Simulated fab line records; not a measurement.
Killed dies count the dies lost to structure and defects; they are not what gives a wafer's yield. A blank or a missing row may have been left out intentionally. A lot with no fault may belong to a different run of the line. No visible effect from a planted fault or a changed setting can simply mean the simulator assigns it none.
One fault seen from 2 desks -- flow gf180mcu -- each desk has only its own numbers; what lay behind them comes last

AT THE METROLOGY DESK
What the gauges read for every lot (on any tool): the sampled wafers with a number, averaged. The brackets show how far a lot's mean lies from the usual mean; more than 4 standard deviations puts the lot out of limits, marked OUT.
Columns: A = V5_W_THK at GF_V5_THK_MEAS_25, usual 336 nm; B = cd nm at GF_TOP_METAL_CD_MEAS_14, usual 440.9 nm
lot,first seen here,A,B
L247,day 27 08:22,339,438.8
L248,day 27 13:37,333,441.0
L249,day 27 23:14,341,440.8
L250,day 28 09:58,336,439.4
L253,day 29 08:29,337,442.4
L257,day 30 15:19,336,360.8 (-33) OUT
L258,day 30 16:41,340,354.2 (-36) OUT
L262,day 31 21:54,336,443.8
L267,day 33 00:44,334,440.7
L268,day 33 03:01,335,441.2
L269,day 33 09:16,332,441.6
L270,day 33 15:32,329,443.3
Finding of this desk: L257, L258 out of limits; the first was L257 at day 31 09:41, on cd nm at GF_TOP_METAL_CD_MEAS_14. L247, L248, L249, L250, L253, L262, L267, L268, L269, L270: within limits.

DESK OF THE TOOL OWNER: iline stepper-01
The tool's own readings at GF_TOP_METAL_EXPOSE_11 (exposes mask MetalTop, target cd 440 nm): means of the sampled wafers that have a number, for each lot that ran on this tool. The brackets show how far a lot's mean lies from the usual mean; more than 4 standard deviations puts the lot out of limits, marked OUT.
Columns: A = stage vel mm s at GF_TOP_METAL_EXPOSE_11, usual 500.03 mm/s
lot,first seen here,A
L247,day 27 19:00,500.17
L248,day 28 00:10,500.11
L257,day 31 01:16,500.24
L258,day 31 02:05,499.84
L267,day 33 09:12,500.25
L268,day 33 11:46,500.13
L269,day 33 17:21,499.82
L270,day 33 23:56,499.99
This desk found nothing out of limits on any of the 8 lots.

ALL TOGETHER
Metrology desk: alarm possible at day 31 09:41 on L257, L258.
The desk of the tool owner found nothing out of limits.
The tool owner's desk has L257, L258 on record, within its limits.
The lots listed all ran GF_TOP_METAL_EXPOSE_11 on iline stepper-01.

WHAT HAD BEEN PUT IN BY THE SIMULATOR
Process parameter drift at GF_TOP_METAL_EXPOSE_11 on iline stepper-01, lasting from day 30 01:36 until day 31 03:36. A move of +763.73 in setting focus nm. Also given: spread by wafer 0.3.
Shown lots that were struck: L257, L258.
Hours from the fault's start to each desk's first reading out of limits: the metrology desk, 32.
